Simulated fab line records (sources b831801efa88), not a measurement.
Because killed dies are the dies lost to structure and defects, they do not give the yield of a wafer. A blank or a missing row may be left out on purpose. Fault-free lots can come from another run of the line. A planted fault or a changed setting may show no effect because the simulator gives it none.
fab line records -- flow gf180mcu -- part 2 of 2: steps 32 to 41 of 41
[record] lots = 5, wafers = 15, lastDay = 33
route steps=602 shown HV_LDD@188
lots that met no fault: taken from a fault-free run of the same line
startH: hours from the record's opening day to when the first of the lot's shown wafers began -- waitH: hours elapsed since this lot's preceding step -- " the same as in the row above -- L1.1+2: one row covering several wafers at once -- - value missing, or start not given -- * or withheld: withheld -- < > ~ a bound
route shown NAME@n: NAME is a module with steps in the file, n the number in the route of the first one -- usual: the fault-free wafers' mean and standard deviation -- same: alike in all rows -- chamber/n: place in a boat -- sites: readings site by site -- _std_site: how widely they spread, as a standard deviation -- _edge_site: outer sites' mean less inner sites' -- radiusMm: how far each site lies from the wafer's centre -- mask NAME#n: copy n -- behind: the last tool/chamber to shape the wafer -- hold: why the lot went on hold/how many hours it stayed there/how the hold came to an end -- device: transistor that didn't switch, given as n, p or np -- end of line: tests run on the same wafers once the route is complete -- step lacking rows: just its recipe -- killed: the dies lost at the first sort to structure and to defects; this is not the yield of the wafer -- map: a wafer's dies, marking killed ones x, the rest . and places with no die _
set.NAME: the setting that was run; set.NAME@STEP: the one run at that earlier step -- model.NAME: the simulator's own value behind a step, which no gauge read
certain route steps with their lots: each step a table, each wafer a row
services: a tool's chamber out of use, with start hour (startH, from the record's first day; less than 0 if before it), hours out, and reason
[[steps]]
[step GF_HV_LDD_EXPOSE_43]
[recipe] maskId = Pplus_HV_AREA, targetCdNm = 400, na = 0.6, sourceShape = conventional, sigmaOuter = 0.6, doseMj = 140
[usual] reticleTempC = 23.00/0.095
lot.wafer,tool,chamber,startH,waitH,mask,reticleTempC
L076.1,ilineStepper-02,0,-,-,Pplus_HV_AREA#0,22.98
L076.3,ilineStepper-02,0,-,-,Pplus_HV_AREA#0,22.95
L076.4,ilineStepper-02,0,-,-,Pplus_HV_AREA#0,23.00
L079.1,ilineStepper-01,0,-,-,Pplus_HV_AREA#0,23.09
L079.5,ilineStepper-01,0,-,-,Pplus_HV_AREA#0,22.93
L079.6,ilineStepper-01,0,-,-,Pplus_HV_AREA#0,23.00
L088.1,ilineStepper-02,0,-,-,Pplus_HV_AREA#0,23.13
L088.3,ilineStepper-02,0,-,-,Pplus_HV_AREA#0,23.04
L088.6,ilineStepper-02,0,-,-,Pplus_HV_AREA#0,22.93
L093.2,ilineStepper-01,0,-,-,Pplus_HV_AREA#0,22.87
L093.3,ilineStepper-01,0,-,-,Pplus_HV_AREA#0,23.02
L093.6,ilineStepper-01,0,-,-,Pplus_HV_AREA#0,22.90
L095.2,ilineStepper-01,0,-,-,Pplus_HV_AREA#0,22.86
L095.3,ilineStepper-01,0,-,-,Pplus_HV_AREA#0,23.06
L095.4,ilineStepper-01,0,-,-,Pplus_HV_AREA#0,23.21
[step GF_HV_LDD_PEB_44]
[recipe] tempC = withheld, timeS = *, resist = NOVOLAK
lot.wafer,tool,chamber,startH,waitH
L076.1+3+4,lithoTrack-02,0,-,-
L079.1+5+6,lithoTrack-02,0,-,-
L088.1+3+6,lithoTrack-02,0,-,-
L093.2+3+6,lithoTrack-02,0,-,-
L095.2+3+4,lithoTrack-04,0,-,-
[step GF_HV_LDD_DEVELOP_45]
[recipe] developTimeS = 60, devTempC = 23
lot.wafer,tool,chamber,startH,waitH
L076.1+3+4,lithoTrack-02,0,295.06,0.1
L079.1+5+6,lithoTrack-02,0,303.36,0.1
L088.1+3+6,lithoTrack-02,0,370.96,0.1
L093.2+3+6,lithoTrack-02,0,417.93,0.1
L095.2+3+4,lithoTrack-04,0,429.60,0.1
[step GF_HV_LDD_CD_MEAS_46]
[recipe] targetCdNm = 400
[usual] cdNm = 399.8/2
lot.wafer,tool,chamber,startH,waitH,cdNm
L076.1,cdSem-02,-,295.21,0.1,400.2
L076.3,cdSem-02,-,295.21,0.1,398.2
L076.4,cdSem-02,-,295.21,0.1,399.6
L079.1,cdSem-01,-,303.51,0.1,398.4
L079.5,cdSem-01,-,303.51,0.1,394.8
L079.6,cdSem-01,-,303.51,0.1,397.8
L088.1,cdSem-02,-,371.11,0.1,397.5
L088.3,cdSem-02,-,371.11,0.1,397.2
L088.6,cdSem-02,-,371.11,0.1,397.0
L093.2,cdSem-02,-,418.08,0.1,401.0
L093.3,cdSem-02,-,418.08,0.1,398.9
L093.6,cdSem-02,-,418.08,0.1,400.1
L095.2,cdSem-02,-,429.74,0.1,399.9
L095.3,cdSem-02,-,429.74,0.1,400.0
L095.4,cdSem-02,-,429.74,0.1,401.6
[step GF_HV_LDD_OVL_MEAS_47]
[usual] HV_LDD_03_OVL = -0.5/1.3
lot.wafer,tool,chamber,startH,waitH,HV_LDD_03_OVL[nm]
L076.1,overlay-02,-,295.33,0.1,1.2
L076.3,overlay-02,-,295.33,0.1,-0.8
L076.4,overlay-02,-,295.33,0.1,-1.8
L079.1,overlay-01,-,303.63,0.1,0.3
L079.5,overlay-01,-,303.63,0.1,0.2
L079.6,overlay-01,-,303.63,0.1,0.3
L088.1,overlay-02,-,371.23,0.1,-0.1
L088.3,overlay-02,-,371.23,0.1,-0.8
L088.6,overlay-02,-,371.23,0.1,-0.6
L093.2,overlay-02,-,418.18,0.1,-1.5
L093.3,overlay-02,-,418.18,0.1,-0.4
L093.6,overlay-02,-,418.18,0.1,-0.4
L095.2,overlay-01,-,429.85,0.1,0.2
L095.3,overlay-01,-,429.85,0.1,1.5
L095.4,overlay-01,-,429.85,0.1,0.4
[step GF_HV_LDD_IMPLANT_48]
[recipe] species = B, energyKev = 25, doseCm2 = 3e+13, tiltDeg = 7
[usual] doseIonsCm2 = 3e+13/3.6e+10
lot.wafer,tool,chamber,startH,waitH,doseIonsCm2
L076.1,implanter-04,0,295.36,0.0,3.006e+13
L076.3,implanter-04,0,295.36,0.0,2.999e+13
L076.4,implanter-04,0,295.36,0.0,3.003e+13
L079.1,implanter-04,0,303.66,0.0,2.997e+13
L079.5,implanter-04,0,303.66,0.0,3e+13
L079.6,implanter-04,0,303.66,0.0,3.003e+13
L088.1,implanter-04,0,371.26,0.0,3.002e+13
L088.3,implanter-04,0,371.26,0.0,3.004e+13
L088.6,implanter-04,0,371.26,0.0,3.003e+13
L093.2,implanter-03,0,418.24,0.0,2.996e+13
L093.3,implanter-03,0,418.24,0.0,2.993e+13
L093.6,implanter-03,0,418.24,0.0,2.996e+13
L095.2,implanter-04,0,429.90,0.0,3e+13
L095.3,implanter-04,0,429.90,0.0,3.005e+13
L095.4,implanter-04,0,429.90,0.0,2.997e+13
[step GF_HV_LDD_STRIP_49]
[recipe] chemistry = O2/N2, powerW = 1400, pressureMtorr = 1500, platenTempC = 250, o2FlowSccm = 3000, n2FlowSccm = 300, overashFraction = 0.5
[usual] drypumpMotorCurrentA = 5.68/0.23, heaterPowerW = 335/31, n2FlowSccm = 300.0/1, oesProductAu = 0.715/0.0045, stripTimeToEndpointS = 12.62/0.04
lot.wafer,tool,chamber,startH,waitH,drypumpMotorCurrentA,heaterPowerW,n2FlowSccm,oesProductAu,rfHoursCounterH,stripTimeToEndpointS
L076.1,plasmaAsher-02,1,295.51,0.1,5.48,329,302.3,0.712,63,12.65
L076.3,plasmaAsher-02,1,295.51,0.1,5.48,339,299.6,0.715,-,12.63
L076.4,plasmaAsher-02,0,295.51,0.1,6.15,342,302.3,0.711,-,12.70
L079.1,plasmaAsher-01,0,303.81,0.1,5.79,384,300.9,0.724,63,12.64
L079.5,plasmaAsher-01,1,303.81,0.1,5.50,300,300.7,0.723,-,12.64
L079.6,plasmaAsher-01,0,303.81,0.1,5.77,386,299.0,0.708,-,12.58
L088.1,plasmaAsher-01,0,371.41,0.1,5.80,396,299.8,0.716,70,12.63
L088.3,plasmaAsher-01,1,371.41,0.1,5.45,301,299.8,0.716,-,12.68
L088.6,plasmaAsher-01,1,371.41,0.1,5.49,300,300.0,0.717,-,12.70
L093.2,plasmaAsher-02,1,418.36,0.1,5.47,330,300.1,0.719,76,12.60
L093.3,plasmaAsher-02,0,418.36,0.1,6.21,324,301.1,0.724,-,12.61
L093.6,plasmaAsher-02,0,418.36,0.1,6.21,326,301.9,0.714,-,12.60
L095.2,plasmaAsher-01,1,430.03,0.1,5.51,289,299.4,0.712,76,12.63
L095.3,plasmaAsher-01,0,430.03,0.1,5.79,389,299.8,0.720,-,12.57
L095.4,plasmaAsher-01,1,430.03,0.1,5.51,302,300.5,0.712,-,12.56
[step GF_HV_LDD_TW_MEAS_50]
[usual] HV_LDD_4_TW = 572/7.7
lot.wafer,tool,chamber,startH,waitH,HV_LDD_4_TW
L076.1,filmMetro-04,-,295.61,0.1,585
L076.3,filmMetro-04,-,295.61,0.1,583
L076.4,filmMetro-04,-,295.61,0.1,585
L079.1,filmMetro-03,-,303.91,0.1,568
L079.5,filmMetro-03,-,303.91,0.1,563
L079.6,filmMetro-03,-,303.91,0.1,567
L088.1,filmMetro-04,-,371.51,0.1,583
L088.3,filmMetro-04,-,371.51,0.1,584
L088.6,filmMetro-04,-,371.51,0.1,583
L093.2,filmMetro-02,-,418.47,0.1,570
L093.3,filmMetro-02,-,418.47,0.1,573
L093.6,filmMetro-02,-,418.47,0.1,571
L095.2,filmMetro-03,-,430.14,0.1,562
L095.3,filmMetro-03,-,430.14,0.1,560
L095.4,filmMetro-03,-,430.14,0.1,563
[step GF_HV_LDD_CLEAN_51]
[recipe] chemistry = SC1/SC2, mix = 1:4:20, tempC = 70, timeS = 150, dry = n2Spin
lot.wafer,tool,chamber,startH,waitH
L076.1+3+4,wetBench-04,2,295.67,0.1
L079.1+5+6,wetBench-03,1,303.97,0.1
L088.1+3+6,wetBench-04,0,371.57,0.1
L093.2+3+6,wetBench-01,0,418.52,0.0
L095.2+3+4,wetBench-04,3,430.19,0.0
[step GF_HV_LDD_RTA_52]
[recipe] tempC = 1000, timeS = 10, ambient = N2
[usual] lampPowerPct = 32/5.3, wafer_temp_C_max = 1003.6/0.81
lot.wafer,tool,chamber,startH,waitH,lampPowerPct,wafer_temp_C_max
L076.1,rtpAnneal-02,0,295.72,0.0,28,1003.3
L076.3,rtpAnneal-02,0,295.72,0.0,28,1003.0
L076.4,rtpAnneal-02,0,295.72,0.0,28,1003.4
L079.1,rtpAnneal-01,0,304.03,0.0,39,1003.4
L079.5,rtpAnneal-01,0,304.03,0.0,39,1004.6
L079.6,rtpAnneal-01,0,304.03,0.0,39,1002.5
L088.1,rtpAnneal-02,0,371.63,0.0,28,1005.0
L088.3,rtpAnneal-02,0,371.63,0.0,28,1003.3
L088.6,rtpAnneal-02,0,371.63,0.0,28,1004.7
L093.2,rtpAnneal-02,0,418.58,0.0,28,1004.4
L093.3,rtpAnneal-02,0,418.58,0.0,28,1004.7
L093.6,rtpAnneal-02,0,418.58,0.0,28,1003.1
L095.2,rtpAnneal-01,0,430.25,0.0,39,1003.8
L095.3,rtpAnneal-01,0,430.25,0.0,39,1004.2
L095.4,rtpAnneal-01,0,430.25,0.0,39,1004.5
[[services]]
tool,chamber,startH,hours,kind
implanter-03,-,230.22,120.9,pm
implanter-01,-,250.57,2.4,repair
wetBench-04,-,253.01,1.9,pm
plasmaAsher-01,-,257.72,2.8,pm
implanter-01,-,265.69,2.3,repair
plasmaAsher-01,-,274.00,28.1,pm
ilineStepper-01,-,278.47,1.7,pm
ilineStepper-02,-,311.01,7.4,repair
implanter-04,-,343.01,1.1,repair
ilineStepper-02,-,347.51,1.7,pm
wetBench-03,-,352.29,25.6,repair
plasmaAsher-01,-,358.67,1.3,repair
implanter-04,-,373.64,1.1,repair
implanter-01,-,377.53,3.8,pm
wetBench-03,-,378.98,3.3,repair
implanter-03,-,394.89,3.6,pm
implanter-04,-,395.91,2.2,repair
wetBench-01,-,406.15,1.1,repair
ilineStepper-01,-,406.32,4.4,pm
implanter-04,-,413.61,5.0,pm
plasmaAsher-02,-,421.25,9.0,pm
plasmaAsher-02,0,421.25,9.0,ventCycle
plasmaAsher-02,1,421.25,9.0,ventCycle
plasmaAsher-02,0,430.25,-,clean
